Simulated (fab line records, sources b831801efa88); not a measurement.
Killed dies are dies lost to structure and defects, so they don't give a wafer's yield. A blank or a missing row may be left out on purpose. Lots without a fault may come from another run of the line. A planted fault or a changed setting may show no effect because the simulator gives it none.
Which tool did it? | flow sky130 | 14 lots, 42 wafers sampled, at 6 steps of a route of 708

WHAT THE GAUGES READ, wafer by wafer
SKY_LDD_N_TW_MEAS_17. Usual: LDD_N_TW 2605, standard deviation 29.
lot  | measured     | on            | LDD_N_TW       | flag
L408 | day 18 16:07 | film_metro-02 | 2622 2618 2621 |
L409 | day 18 21:46 | film_metro-01 | 2637 2648 2663 |
L410 | day 19 10:52 | film_metro-03 | 2573 2581 2576 |
L412 | day 19 18:20 | film_metro-02 | 2479 2493 2489 | OFF
L411 | day 19 21:32 | film_metro-01 | 2513 2511 2517 | OFF
L415 | day 21 12:04 | film_metro-01 | 2630 2634 2646 |
L417 | day 22 03:46 | film_metro-02 | 2619 2597 2623 |
L420 | day 22 22:46 | film_metro-03 | 2588 2579 2574 |
L423 | day 23 21:31 | film_metro-02 | 2625 2628 2622 |
L424 | day 24 03:02 | film_metro-02 | 2607 2599 2604 |
L425 | day 24 14:49 | film_metro-03 | 2560 2567 2558 |
L426 | day 24 23:19 | film_metro-03 | 2572 2570 2579 |
L428 | day 25 16:43 | film_metro-03 | 2588 2589 2588 |
L429 | day 25 23:13 | film_metro-01 | 2627 2640 2623 |

SKY_METAL1_OVL_MEAS_16. Usual: METAL1_OVL -5 nm, standard deviation 4.5.
lot  | measured     | on         | METAL1_OVL (nm) | flag
L408 | day 33 13:51 | overlay-02 | -6 -4 -9        |
L409 | day 33 19:06 | overlay-02 | -9 -7 -4        |
L410 | day 34 08:27 | overlay-02 | -2 -1 2         |
L415 | day 35 23:04 | overlay-01 | 2 -2 -6         |
L417 | day 36 15:23 | overlay-01 | -5 -4 -5        |
L420 | day 37 07:30 | overlay-02 | -4 -3 -8        |
L423 | day 38 01:42 | overlay-02 | 7 -1 2          |
L424 | day 38 06:25 | overlay-01 | -2 -6 -2        |
L425 | day 38 17:09 | overlay-01 | 6 -3 3          |
L426 | day 39 03:07 | overlay-01 | -3 -8 -6        |
L428 | day 39 13:40 | overlay-02 | -7 -3 -5        |
L429 | day 39 18:27 | overlay-01 | -8 -11 -8       |

WHICH TOOL RAN EACH LOT (tool, then ch and the chambers of the sampled wafers, then the start)
lot  | SKY_LDD_N_IMPLANT_09            | SKY_LDD_N_STRIP_16                   | SKY_LI_CONTACT_CVD_21         | SKY_CONTACT_CVD_24
L408 | implanter-02 ch 0, day 18 14:58 | plasma_asher-03 ch 0,1, day 18 16:01 | cvd_w-02 ch 0,1, day 29 23:26 | cvd_w-01 ch 0,1, day 32 09:37
L409 | implanter-02 ch 0, day 18 20:38 | plasma_asher-02 ch 1, day 18 21:40   | cvd_w-02 ch 0, day 30 04:08   | cvd_w-01 ch 0,1, day 32 15:01
L410 | implanter-02 ch 0, day 19 09:43 | plasma_asher-02 ch 0,1, day 19 10:46 | cvd_w-02 ch 0,1, day 30 18:11 | cvd_w-02 ch 0,1, day 33 04:34
L412 | implanter-04, day 19 17:13      | plasma_asher-02 ch 0,1, day 19 18:14 | -                             | -
L411 | implanter-04, day 19 20:25      | plasma_asher-04 ch 0,1, day 19 21:27 | -                             | -
L415 | implanter-02 ch 0, day 21 10:56 | plasma_asher-04 ch 0, day 21 11:58   | cvd_w-02 ch 0,1, day 32 12:07 | cvd_w-01 ch 0,1, day 34 20:25
L417 | implanter-01 ch 0, day 22 02:37 | plasma_asher-02 ch 0,1, day 22 03:40 | cvd_w-01 ch 0,1, day 33 04:11 | cvd_w-01 ch 0,1, day 35 12:14
L420 | implanter-04 ch 0, day 22 21:37 | plasma_asher-02 ch 0,1, day 22 22:40 | cvd_w-01 ch 0,1, day 33 20:23 | cvd_w-01 ch 0,1, day 36 04:31
L423 | implanter-04 ch 0, day 23 19:22 | plasma_asher-04 ch 0,1, day 23 21:25 | cvd_w-02 ch 0,1, day 34 15:38 | cvd_w-01 ch 0,1, day 36 23:08
L424 | implanter-02 ch 0, day 24 01:56 | plasma_asher-03 ch 0,1, day 24 02:57 | cvd_w-02 ch 0,1, day 34 19:51 | cvd_w-02 ch 1, day 37 03:13
L425 | implanter-04 ch 0, day 24 13:40 | plasma_asher-03 ch 0,1, day 24 14:43 | cvd_w-01 ch 0,1, day 35 08:38 | cvd_w-01 ch 0,1, day 37 15:19
L426 | implanter-01 ch 0, day 24 22:11 | plasma_asher-03 ch 0,1, day 24 23:13 | cvd_w-01 ch 0,1, day 35 17:14 | cvd_w-01 ch 0,1, day 38 00:48
L428 | implanter-04 ch 0, day 25 15:35 | plasma_asher-02 ch 0,1, day 25 16:37 | cvd_w-02 ch 1, day 36 05:41   | cvd_w-02 ch 0,1, day 38 11:49
L429 | implanter-02 ch 0, day 25 22:05 | plasma_asher-03 ch 0,1, day 25 23:07 | cvd_w-02 ch 1, day 36 11:23   | cvd_w-01 ch 0, day 38 16:55
- SKY_LDD_N_IMPLANT_09
- SKY_LDD_N_STRIP_16: strips in O2/N2.
- SKY_LI_CONTACT_CVD_21: deposits W, target thk 400 nm, time 120.56 s.
- SKY_CONTACT_CVD_24: deposits W, target thk 340 nm, time 102.12 s.

WHAT THE TOOLS THEMSELVES READ (means of the sampled wafers that have a number; where no wafer has one, the mark that the record gives instead)
SKY_LDD_N_IMPLANT_09. Usual: beam_energy_keV 19.999, standard deviation 0.0066; beam_on_s 10.00 s, standard deviation 0.21; dose_ions_cm2 7.499e+13, standard deviation 8.7e+10.
lot  | tool         | beam_energy_keV | beam_on_s (s) | dose_ions_cm2 | flag
L408 | implanter-02 | 20.005          | 9.92          | 7.498e+13     |
L409 | implanter-02 | 20.000          | 10.13         | 7.500e+13     |
L410 | implanter-02 | 19.991          | 10.06         | 7.495e+13     |
L412 | implanter-04 | -               | -             | -             | OFF
L411 | implanter-04 | -               | -             | -             | OFF
L415 | implanter-02 | 19.999          | 9.96          | 7.500e+13     |
L417 | implanter-01 | 19.998          | 9.90          | 7.498e+13     |
L420 | implanter-04 | 20.006          | 10.02         | 7.497e+13     |
L423 | implanter-04 | 20.001          | 9.92          | 7.515e+13     |
L424 | implanter-02 | 20.000          | 9.89          | 7.501e+13     |
L425 | implanter-04 | 19.999          | 10.24         | 7.499e+13     |
L426 | implanter-01 | 19.992          | 10.02         | 7.506e+13     |
L428 | implanter-04 | 20.000          | 9.92          | 7.505e+13     |
L429 | implanter-02 | 19.988          | 10.13         | 7.502e+13     |

SKY_LDD_N_STRIP_16. Usual: drypump_motor_current_A 5.7 A, standard deviation 0.34; oes_product_au 0.407 a.u., standard deviation 0.0047; strip_time_to_endpoint_s 4.323 s, standard deviation 0.012.
lot  | tool            | drypump_motor_current_A (A) | oes_product_au (a.u.) | strip_time_to_endpoint_s (s) | flag
L408 | plasma_asher-03 | 5.5                         | 0.408                 | 4.328                        |
L409 | plasma_asher-02 | 5.8                         | 0.405                 | 4.302                        |
L410 | plasma_asher-02 | 5.7                         | 0.410                 | 4.326                        |
L412 | plasma_asher-02 | 5.7                         | 0.407                 | 4.165                        | OFF
L411 | plasma_asher-04 | 5.9                         | 0.412                 | 4.155                        | OFF
L415 | plasma_asher-04 | 5.8                         | 0.409                 | 4.324                        |
L417 | plasma_asher-02 | 5.8                         | 0.407                 | 4.302                        |
L420 | plasma_asher-02 | 5.7                         | 0.407                 | 4.322                        |
L423 | plasma_asher-04 | 5.8                         | 0.409                 | 4.322                        |
L424 | plasma_asher-03 | 5.2                         | 0.406                 | 4.319                        |
L425 | plasma_asher-03 | 5.2                         | 0.407                 | 4.333                        |
L426 | plasma_asher-03 | 5.5                         | 0.405                 | 4.325                        |
L428 | plasma_asher-02 | 5.7                         | 0.412                 | 4.321                        |
L429 | plasma_asher-03 | 5.5                         | 0.409                 | 4.322                        |

SKY_LI_CONTACT_CVD_21. Usual: heater_power_w 890 W, standard deviation 36.
lot  | tool     | heater_power_w (W) | flag
L408 | cvd_w-02 | 924                |
L409 | cvd_w-02 | 927                |
L410 | cvd_w-02 | 880                |
L415 | cvd_w-02 | 907                |
L417 | cvd_w-01 | 861                |
L420 | cvd_w-01 | 880                |
L423 | cvd_w-02 | 895                |
L424 | cvd_w-02 | 896                |
L425 | cvd_w-01 | 888                |
L426 | cvd_w-01 | 866                |
L428 | cvd_w-02 | 878                |
L429 | cvd_w-02 | 867                |

SKY_CONTACT_CVD_24. Usual: heater_power_w 877 W, standard deviation 28.
lot  | tool     | heater_power_w (W) | flag
L408 | cvd_w-01 | 855                |
L409 | cvd_w-01 | 865                |
L410 | cvd_w-02 | 923                |
L415 | cvd_w-01 | 855                |
L417 | cvd_w-01 | 856                |
L420 | cvd_w-01 | 860                |
L423 | cvd_w-01 | 858                |
L424 | cvd_w-02 | 880                |
L425 | cvd_w-01 | 866                |
L426 | cvd_w-01 | 869                |
L428 | cvd_w-02 | 896                |
L429 | cvd_w-01 | 858                |

THE ANSWER, worked out from the rows above alone
Rule: a lot is off if the mean of its wafers that have a number lies more than 3 standard deviations from the usual mean. A lot without any number at a reading at which 4 lots or more have one is off too. The other lots that the step has rows for count as sound. The gauges are gone through in route order, then the tools' own readings, and for those a lot's mean is taken as printed above. The first step at which some lot is off is used, and at that step the reading that is off furthest; a lot without a number counts as furthest.
Off: L412, L411, at SKY_LDD_N_TW_MEAS_17 (LDD_N_TW).
A tool fits if, at a process step before that reading, it ran every lot that is off, and no sound lot after the first of them. The gauges at SKY_LDD_N_TW_MEAS_17 aren't tried: what is off there is off at SKY_LDD_N_IMPLANT_09 too, on other tools, and a gauge's error can't cause that. None of those tried fits.

WHAT THE SIMULATOR HAD PUT IN
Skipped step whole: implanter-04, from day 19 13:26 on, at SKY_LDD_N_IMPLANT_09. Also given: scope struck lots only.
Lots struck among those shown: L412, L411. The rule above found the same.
